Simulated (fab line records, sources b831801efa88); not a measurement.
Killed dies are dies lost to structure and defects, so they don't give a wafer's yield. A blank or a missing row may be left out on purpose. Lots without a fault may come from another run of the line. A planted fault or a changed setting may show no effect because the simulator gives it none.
fab line records | flow gf180mcu
record lots=12 wafers=35 last_day=34
route steps=602 shown M1@320 M2@363
lots that met no fault: from a run of the same line without faults
start_h: hours from the record's first day to the start of the lot's first wafer shown | wait_h: hours since the lot's step before | " the same as in the row above | L1.1+2: a row that stands for several wafers | - no value, or no start given | * or withheld: withheld | < > ~ a bound
route shown NAME@n: a module of which the file shows steps, and the number in the route of the first | usual: mean/standard deviation of fault-free wafers | same: alike in all rows | chamber/n: place in a boat | sites: the reading at each site | _std_site: their standard deviation | _edge_site: outer sites' mean less inner sites' | radius_mm: how far each site lies from the wafer's centre | mask NAME#n: copy n | behind: the tool/chamber that last shaped the wafer | hold: why the lot was held/for how many hours/how that ended | device: the transistor (n, p or np) that didn't switch | end of line: the same wafers' tests at the end of the route | a step without rows: its recipe alone | killed: dies lost to structure and defects at the first sort, not the wafer's yield | map: a wafer's dies, x killed, . not, _ none there
set.NAME: the setting as run; set.NAME@STEP: as run at that earlier step | model.NAME: the simulator's own value behind a step, which no gauge read
steps of the route over a sample of lots; a table a step, a row a wafer
services: from which hour (start_h, from the record's first day; less than 0 if before it) a tool's chamber was out of use, for how many hours, and why
## steps
# step GF_M1_RS_MEAS_05
# recipe thk_meas_gauge=four-point-probe reads=TiN_of_M1_SPUTTER_04+Ti_of_M1_SPUTTER_03+AlCu_of_M1_SPUTTER_02+TiN_of_M1_SPUTTER_01+Ti_of_M1_SPUTTER_00
# usual M1_ALCU_RS=0.0697/0.00084
# columns lot.wafer tool chamber start_h wait_h M1_ALCU_RS[ohm/sq]
L968.2 film_metro-02 - 377.71 0.0 0.0706
L968.5 " - " " 0.0701
L968.6 " - " " 0.0715
L969.1 film_metro-01 - 383.49 0.0 0.0717
L969.3 " - " " 0.0693
L969.5 " - " " 0.0716
L971.1 film_metro-01 - 406.20 0.0 0.0692
L971.3 " - " " 0.0702
L971.6 " - " " 0.0701
L972.1 film_metro-04 - 414.65 0.0 0.0686
L972.5 " - " " 0.0679
L972.6 " - " " 0.0692
L973.2 film_metro-02 - 421.40 0.0 0.0701
L973.3 " - " " 0.0703
L973.5 " - " " 0.0711
L977.3 film_metro-02 - 461.49 0.1 0.0691
L977.4 " - " " 0.0688
L977.6 " - " " 0.0696
L979.1 film_metro-04 - 476.60 0.0 0.0706
L979.2 " - " " 0.0700
L979.6 " - " " 0.0701
L981.5 film_metro-01 - 489.52 0.1 0.0689
L981.6 " - " " 0.0702
L987.3 film_metro-01 - 541.73 0.1 0.0706
L987.5 " - " " 0.0703
L987.6 " - " " 0.0700
L988.3 film_metro-04 - 551.93 0.1 0.0687
L988.5 " - " " 0.0694
L988.6 " - " " 0.0678
L989.1 film_metro-02 - 556.89 0.0 0.0695
L989.3 " - " " 0.0691
L989.5 " - " " 0.0687
L990.1 film_metro-02 - 569.88 0.0 0.0690
L990.2 " - " " 0.0686
L990.6 " - " " 0.0690
# step GF_M2_SPUTTER_01
# recipe material=TiN target_thk_nm=30 power_w=6500 time_s=25 chamber_pressure_pa=0.4
# usual throttle_valve_pct=29.9/0.68
# columns lot.wafer tool chamber start_h wait_h throttle_valve_pct
L968.2 pvd_sputter-01 - 427.69 0.1 30.2
L968.5 " - " " 29.9
L968.6 " - " " 30.1
L969.1 pvd_sputter-04 - 433.97 0.1 29.2
L969.3 " - " " 31.8
L969.5 " - " " 28.9
L971.1 pvd_sputter-03 - 458.35 0.1 29.2
L971.3 " - " " 29.8
L971.6 " - " " 30.9
L972.1 pvd_sputter-01 - 466.16 0.1 29.4
L972.5 " - " " 29.6
L972.6 " - " " 29.9
L973.2 pvd_sputter-01 - 473.35 0.1 29.4
L973.3 " - " " 29.5
L973.5 " - " " 29.9
L977.3 pvd_sputter-04 - 513.28 0.1 31.7
L977.4 " - " " 29.3
L977.6 " - " " 30.7
L979.1 pvd_sputter-01 - 526.96 0.1 30.2
L979.2 " - " " 29.6
L979.6 " - " " 30.5
L981.5 pvd_sputter-01 - 539.89 0.0 29.2
L981.6 " - " " 30.4
L987.3 pvd_sputter-03 - 589.23 0.1 30.4
L987.5 " - " " 29.1
L987.6 " - " " 29.9
L988.3 pvd_sputter-01 - 598.79 0.1 29.9
L988.5 " - " " 29.7
L988.6 " - " " 29.5
L989.1 pvd_sputter-01 - 603.48 0.1 29.4
L989.3 " - " " 29.6
L989.5 " - " " 29.5
L990.1 pvd_sputter-01 - 614.82 0.1 29.2
L990.2 " - " " 29.4
L990.6 " - " " 30.3
# step GF_M2_SPUTTER_02
# recipe material=AlCu target_thk_nm=450 power_w=10600 time_s=23.9 chamber_pressure_pa=0.4
# usual throttle_valve_pct=29.9/0.68
# columns lot.wafer tool chamber start_h wait_h throttle_valve_pct
L968.2 pvd_sputter-01 - 427.72 0.0 30.1
L968.5 " - " " 29.8
L968.6 " - " " 30.4
L969.1 pvd_sputter-04 - 434.00 0.0 29.3
L969.3 " - " " 32.0
L969.5 " - " " 29.0
L971.1 pvd_sputter-03 - 458.38 0.0 29.3
L971.3 " - " " 29.7
L971.6 " - " " 30.7
L972.1 pvd_sputter-01 - 466.19 0.0 29.5
L972.5 " - " " 29.6
L972.6 " - " " 29.9
L973.2 pvd_sputter-01 - 473.38 0.0 29.3
L973.3 " - " " 29.5
L973.5 " - " " 29.6
L977.3 pvd_sputter-04 - 513.31 0.0 31.9
L977.4 " - " " 29.4
L977.6 " - " " 30.3
L979.1 pvd_sputter-01 - 526.99 0.0 30.1
L979.2 " - " " 30.0
L979.6 " - " " 30.5
L981.5 pvd_sputter-01 - 539.92 0.0 29.2
L981.6 " - " " 30.5
L987.3 pvd_sputter-03 - 589.26 0.0 30.7
L987.5 " - " " 29.0
L987.6 " - " " 29.8
L988.3 pvd_sputter-01 - 598.82 0.0 29.8
L988.5 " - " " 29.9
L988.6 " - " " 29.3
L989.1 pvd_sputter-01 - 603.51 0.0 29.6
L989.3 " - " " 29.6
L989.5 " - " " 29.7
L990.1 pvd_sputter-01 - 614.85 0.0 29.2
L990.2 " - " " 29.2
L990.6 " - " " 30.1
# step GF_M2_SPUTTER_04
# recipe material=TiN target_thk_nm=50 power_w=6500 time_s=41.7 chamber_pressure_pa=0.4
# usual throttle_valve_pct=29.9/0.68
# columns lot.wafer tool chamber start_h wait_h throttle_valve_pct
L968.2 pvd_sputter-01 - 427.77 0.0 30.3
L968.5 " - " " 29.6
L968.6 " - " " 30.3
L969.1 pvd_sputter-04 - 434.05 0.0 29.2
L969.3 " - " " 31.8
L969.5 " - " " 29.2
L971.1 pvd_sputter-03 - 458.43 0.0 28.9
L971.3 " - " " 29.6
L971.6 " - " " 30.9
L972.1 pvd_sputter-01 - 466.24 0.0 29.7
L972.5 " - " " 29.6
L972.6 " - " " 29.8
L973.2 pvd_sputter-01 - 473.43 0.0 29.4
L973.3 " - " " 29.5
L973.5 " - " " 29.8
L977.3 pvd_sputter-04 - 513.36 0.0 31.4
L977.4 " - " " 29.4
L977.6 " - " " 30.6
L979.1 pvd_sputter-01 - 527.04 0.0 30.2
L979.2 " - " " 29.9
L979.6 " - " " 30.2
L981.5 pvd_sputter-01 - 539.98 0.0 29.2
L981.6 " - " " 30.3
L987.3 pvd_sputter-03 - 589.31 0.0 30.6
L987.5 " - " " 29.1
L987.6 " - " " 29.8
L988.3 pvd_sputter-01 - 598.87 0.0 29.6
L988.5 " - " " 30.0
L988.6 " - " " 29.3
L989.1 pvd_sputter-01 - 603.56 0.0 29.4
L989.3 " - " " 29.9
L989.5 " - " " 29.2
L990.1 pvd_sputter-01 - 614.90 0.0 29.5
L990.2 " - " " 29.3
L990.6 " - " " 30.2
# step GF_M2_RS_MEAS_05
# recipe thk_meas_gauge=four-point-probe reads=TiN_of_M2_SPUTTER_04+Ti_of_M2_SPUTTER_03+AlCu_of_M2_SPUTTER_02+TiN_of_M2_SPUTTER_01+Ti_of_M2_SPUTTER_00
# usual M2_ALCU_RS=0.0698/0.00084
# columns lot.wafer tool chamber start_h wait_h M2_ALCU_RS[ohm/sq]
L968.2 film_metro-02 - 427.83 0.0 0.0701
L968.5 " - " " 0.0700
L968.6 " - " " 0.0700
L969.1 film_metro-02 - 434.09 0.0 0.0709
L969.3 " - " " 0.0705
L969.5 " - " " 0.0710
L971.1 film_metro-02 - 458.47 0.0 0.0700
L971.3 " - " " 0.0705
L971.6 " - " " 0.0695
L972.1 film_metro-02 - 466.28 0.0 0.0683
L972.5 " - " " 0.0683
L972.6 " - " " 0.0691
L973.2 film_metro-03 - 473.49 0.0 0.0688
L973.3 " - " " 0.0692
L973.5 " - " " 0.0705
L977.3 film_metro-02 - 513.44 0.1 0.0705
L977.4 " - " " 0.0715
L977.6 " - " " 0.0700
L979.1 film_metro-03 - 527.08 0.0 0.0702
L979.2 " - " " 0.0706
L979.6 " - " " 0.0772
L981.5 film_metro-02 - 540.08 0.1 0.0693
L981.6 " - " " 0.0778
L987.3 film_metro-03 - 589.39 0.1 0.0697
L987.5 " - " " 0.0706
L987.6 " - " " 0.0712
L988.3 film_metro-02 - 598.95 0.1 0.0697
L988.5 " - " " 0.0695
L988.6 " - " " 0.0698
L989.1 film_metro-01 - 603.60 0.0 0.0687
L989.3 " - " " 0.0690
L989.5 " - " " 0.0692
L990.1 film_metro-02 - 614.94 0.0 0.0692
L990.2 " - " " 0.0692
L990.6 " - " " 0.0702
# step GF_M2_THK_MEAS_06
# recipe thk_meas_gauge=xrf reads=AlCu_of_M2_SPUTTER_02
# usual M2_ALCU_THK=453/5.6
# columns lot.wafer tool chamber start_h wait_h M2_ALCU_THK[nm]
L968.2 film_metro-02 - 427.94 0.1 453
L968.5 " - " " 453
L968.6 " - " " 455
L969.1 film_metro-02 - 434.21 0.1 448
L969.3 " - " " 450
L969.5 " - " " 446
L971.1 film_metro-02 - 458.59 0.1 451
L971.3 " - " " 448
L971.6 " - " " 454
L972.1 film_metro-02 - 466.40 0.1 461
L972.5 " - " " 462
L972.6 " - " " 458
L973.2 film_metro-03 - 473.60 0.1 458
L973.3 " - " " 453
L973.5 " - " " 448
L977.3 film_metro-02 - 513.54 0.1 448
L977.4 " - " " 440
L977.6 " - " " 452
L979.1 film_metro-03 - 527.20 0.1 447
L979.2 " - " " 447
L979.6 " - " " 410
L981.5 film_metro-02 - 540.16 0.1 458
L981.6 " - " " 408
L987.3 film_metro-03 - 589.49 0.1 450
L987.5 " - " " 446
L987.6 " - " " 442
L988.3 film_metro-02 - 599.05 0.1 454
L988.5 " - " " 456
L988.6 " - " " 455
L989.1 film_metro-01 - 603.72 0.1 461
L989.3 " - " " 455
L989.5 " - " " 457
L990.1 film_metro-02 - 615.06 0.1 459
L990.2 " - " " 457
L990.6 " - " " 450
## services
# columns tool chamber start_h hours kind
pvd_sputter-03 1 411.22 - consumable_replace:kit
pvd_sputter-03 1 411.22 18.0 scheduled_down
pvd_sputter-03 1 411.22 18.0 vent_cycle
pvd_sputter-04 0 452.97 - consumable_replace:kit
pvd_sputter-04 0 452.97 18.0 scheduled_down
pvd_sputter-04 0 452.97 18.0 vent_cycle
pvd_sputter-04 - 468.70 5.2 repair
pvd_sputter-01 - 477.87 5.1 repair
pvd_sputter-04 - 491.37 1.8 repair
pvd_sputter-03 - 515.90 1.9 repair
pvd_sputter-01 1 540.00 - consumable_replace:kit
pvd_sputter-01 1 540.00 18.0 scheduled_down
pvd_sputter-01 1 540.00 18.0 vent_cycle
pvd_sputter-01 - 558.45 2.4 repair
pvd_sputter-03 - 568.47 1.4 repair
pvd_sputter-01 - 571.47 1.0 repair
pvd_sputter-03 - 604.82 5.8 repair
pvd_sputter-04 3 610.56 - consumable_replace:kit
pvd_sputter-04 3 610.56 18.0 scheduled_down
pvd_sputter-04 3 610.56 18.0 vent_cycle
## key
first_sign step=GF_M2_RS_MEAS_05 reading=M2_ALCU_RS direction=up sigmas=9.2 usual=0.0698 struck=0.0775
effect step=GF_M2_THK_MEAS_06 reading=M2_ALCU_THK direction=down sigmas=7.8 usual=453 struck=409
met_at GF_M2_SPUTTER_02
struck_lots L979,L981
struck_wafers L979.6,L981.6
not_acting_at GF_M1_RS_MEAS_05,GF_M2_SPUTTER_01,GF_M2_SPUTTER_04
onset_between 473.38 526.99
fault kind=process_parameter_drift tool=pvd_sputter-01 chamber=- onset_h=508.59 steps=GF_M2_SPUTTER_02 channel=target_thk_nm offset=-38.578 shape=step end_h=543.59 scope=struck_wafers_only acts_in=these_recipes_only stated=450
